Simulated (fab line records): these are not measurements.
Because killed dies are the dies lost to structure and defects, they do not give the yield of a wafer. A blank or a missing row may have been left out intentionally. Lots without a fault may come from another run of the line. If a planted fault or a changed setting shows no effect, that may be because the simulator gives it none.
Comparing a struck lot with a sound one | flow sky130 | 15 steps out of a route of 708
Sound: the wafers L991.1, L991.3, L991.4. Struck: wafer L992.4 (L992.1, L992.2, from the same lot, were not struck and are left out); the cause is given at the end.
Order at every step that has rows: each side's tool, ch and its chambers, its first start. Under that, the readings that differ: sound wafers | struck wafers | difference of the means | sigmas: that difference in standard deviations of wafers without a fault.
alike: same words and numbers on both sides, and readings whose means sit less than 2 such deviations apart. not compared: any withheld reading, any reading some wafer has no value for, any bound like >300 that may hide the same value, and any number with overlapping values for which the record gives no deviation.
The two part at a step that has a row with sigmas, a row that says differs or no value, or rows on one side only. Numbers that don't overlap but have no deviation are shown without sigmas and don't part them. Lack of a reading on every wafer of one side parts them only where that side has two or more wafers.

SKY_METAL1_STRIP_20: strips in O2/N2.
  sound on plasma asher-02 ch 0,1, day 35 01:32; struck on plasma asher-02 ch 1, day 35 11:20
  reading                      | sound          | struck | difference | sigmas
  strip time to endpoint s (s) | 2.77 2.71 2.76 | 2.56   | -0.19      | -2
  alike: drypump motor current A, oes product au
  not compared: rf hours counter h
then, 4 steps without rows for these wafers: SKY_METAL1_STRIP_21 (strips in post etch residue remover, time 1200 s); SKY_METAL1_CLEAN_22 (cleans in IPA, time 180 s); SKY_METAL1_CLEAN_23 (cleans in O3/DIW); SKY_VIA1_HDPCVD_00 (deposits SiO2, target thk 1030 nm, time 171.7 s).
SKY_VIA1_THK_MEAS_01:
  sound: film metro-02 at day 35 02:14; struck: film metro-03 at day 35 12:02
  alike: VIA1_HDPCVD_THK
SKY_VIA1_CMP_02: polishes SiO2.
  sound on cmp-02 ch 0,2,3, day 35 02:18; struck on cmp-01 ch 3, day 35 12:06
  alike: motor current A
SKY_VIA1_BOW_MEAS_03:
  sound: film metro-02 at day 35 02:36; struck: film metro-02 at day 35 12:24
  alike: VIA1_BOW
then, 4 steps without rows for these wafers: SKY_VIA1_DEHYDRATE_04 (time 60 s); SKY_VIA1_HMDS_05 (prime time 60 s); SKY_VIA1_COAT_06 (resist thk 60 nm); SKY_VIA1_COAT_07 (resist thk 450 nm).
SKY_VIA1_SOFTBAKE_08: time 90 s.
  sound on litho track-04 ch 0, day 35 15:00; struck on litho track-03 ch 0, day 36 01:00
  reading                  | sound                | struck | difference | sigmas
  heater power total W (W) | 57.42 57.43 57.60    | 62.83  | +5.35      | +49
  run length s (s)         | 118.91 119.07 118.79 | 96.84  | -22.08     | -99 or more
then, 1 step without rows for these wafers: SKY_VIA1_EXPOSE_09 (exposes mask VIM, target cd 150 nm).
-- the record jumps here: 12 days lie between the struck wafers' starts before and after (it left off in module VIA1 and takes up again in module PAD_OPEN, whose first step shown is number 708 of the route) --
SKY_PAD_OPEN_PROBE_99:
  sound: prober-01 at day 47 14:36; struck: prober-02 at day 47 23:32
  alike: defect limited yield, killed_at_M0_to_M3, killed_at_M4_up, killed at contacts, killed at front end, killed at other, killed dies, killed open, killed short, sort_bin_3_pad_short, sort_bin_5_function, sort_bin_6_memory, sort n pass, sort yield pct

== WHERE THEY PART ==
Last at SKY_VIA1_SOFTBAKE_08 as far as this record goes, first at SKY_METAL1_STRIP_20. Later steps at which nothing parts them and some readings are alike: SKY_PAD_OPEN_PROBE_99.

WHY: whatever the simulator had introduced
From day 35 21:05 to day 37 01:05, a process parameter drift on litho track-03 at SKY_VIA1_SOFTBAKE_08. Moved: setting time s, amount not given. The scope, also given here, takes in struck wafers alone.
